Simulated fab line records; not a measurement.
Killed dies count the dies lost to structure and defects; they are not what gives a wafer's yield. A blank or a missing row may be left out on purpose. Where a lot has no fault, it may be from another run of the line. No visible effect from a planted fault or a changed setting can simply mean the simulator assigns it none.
Struck lot and sound lot, side by side + flow sfq-line + 13 steps out of a route of 325
Sound: wafers L868.3, L868.4, L868.5. Struck: wafer L879.6; the same lot's L879.1 was not struck, so it is left out; see the end for the cause.
For every step that has rows: the tool of each side, followed by ch and its chambers, followed by its first start. Under that, the readings that differ: sound wafers + struck wafers + difference of the means + sigmas: that difference in standard deviations of wafers without a fault.
alike: a reading whose means differ by less than 2 such deviations, as well as words and numbers matching on both sides. not compared: withheld readings; readings where some wafer has no value; bounds like >300 that might hide an equal value; numbers whose values overlap and for which the record gives no deviation.
The two part at a step that has a row with sigmas, a row that says differs or no value, or rows on one side only. Numbers that have no deviation but don't overlap get no sigmas and don't part them. A reading missing from all wafers of one side parts the sides only when that side holds two or more wafers.

first, 2 steps without rows for these wafers: SFQ_TRILAYER_I3_VIA_STRIP_SOLV_CLEAN_090 (cleans in NMP, time 600 s); SFQ_TRILAYER_M4_DEP_PRE_CLEAN_092 (time 22.5 s).
SFQ_TRILAYER_M4_DEP_SPUTTER_091: material Nb, target thk 200 nm, time 133.3 s.
  sound on pvd-sputter-04, day 51 04:59; struck on pvd-sputter-06, day 57 06:55
  alike: base-pressure-pa, cathode-dc-power-W, throttle-valve-pct
SFQ_M4_RS_MEAS_924: uses a four-point probe to measure.
  sound on film-metro-03, day 51 05:07; struck on film-metro-02, day 57 07:01
  alike: M4_NB_RS
then, 6 steps without rows for these wafers: SFQ_TRILAYER_M4_LITHO_COAT_098 (resist thk 62 nm); SFQ_TRILAYER_M4_LITHO_COAT_093 (resist thk 600 nm); SFQ_TRILAYER_M4_LITHO_SOFTBAKE_097; SFQ_TRILAYER_M4_LITHO_EXPOSE_094 (exposes mask M4, target cd 500 nm); SFQ_TRILAYER_M4_LITHO_PEB_096 (peb time 60 s); SFQ_TRILAYER_M4_LITHO_DEVELOP_095 (time 60 s).
-- the record jumps here: 5 days lie between the struck wafers' starts before and after --
SFQ_M4_OVL_MEAS_926:
  sound on overlay-02, day 51 11:08; struck on overlay-01, day 62 14:33
| reading     | sound | struck | difference | sigmas |
|-------------|-------|--------|------------|--------|
| M4_OVL (nm) | 9 6 2 | -10    | -16        | -3     |
SFQ_TRILAYER_M4_BARC_OPEN_METAL_ETCH_123: etches BARC in O2, target depth 125 nm, time 41.7 s.
  sound on rie-metal-03 ch 0,1, day 51 11:10; struck on rie-metal-01 ch 0, day 62 14:35
| reading               | sound             | struck | difference | sigmas |
|-----------------------|-------------------|--------|------------|--------|
| oes-product-au (a.u.) | 0.694 0.685 0.692 | 0.678  | -0.012     | -3     |
| run-length-s (s)      | 69.60 69.70 69.25 | 71.46  | +1.94      | +6     |
  alike: bias-w, drypump-motor-current-A, rf-fwd-power-W
  not compared: rf-hours-counter-h
SFQ_TRILAYER_M4_ETCH_METAL_ETCH_096: etches Nb in Cl2/Ar, stops on SiO2, target depth 240 nm, time 120 s.
  sound on rie-metal-03 ch 0,1, day 51 11:15; struck on rie-metal-01 ch 0, day 62 14:43
  alike: bias-w, drypump-motor-current-A, oes-product-au, rf-fwd-power-W, run-length-s
  not compared: rf-hours-counter-h

== WHERE THEY PART ==
At SFQ_M4_OVL_MEAS_926 first; at SFQ_TRILAYER_M4_BARC_OPEN_METAL_ETCH_123 last (within this record only). Later steps at which nothing parts them and some readings are alike: SFQ_TRILAYER_M4_ETCH_METAL_ETCH_096.

WHY: whatever the simulator had introduced
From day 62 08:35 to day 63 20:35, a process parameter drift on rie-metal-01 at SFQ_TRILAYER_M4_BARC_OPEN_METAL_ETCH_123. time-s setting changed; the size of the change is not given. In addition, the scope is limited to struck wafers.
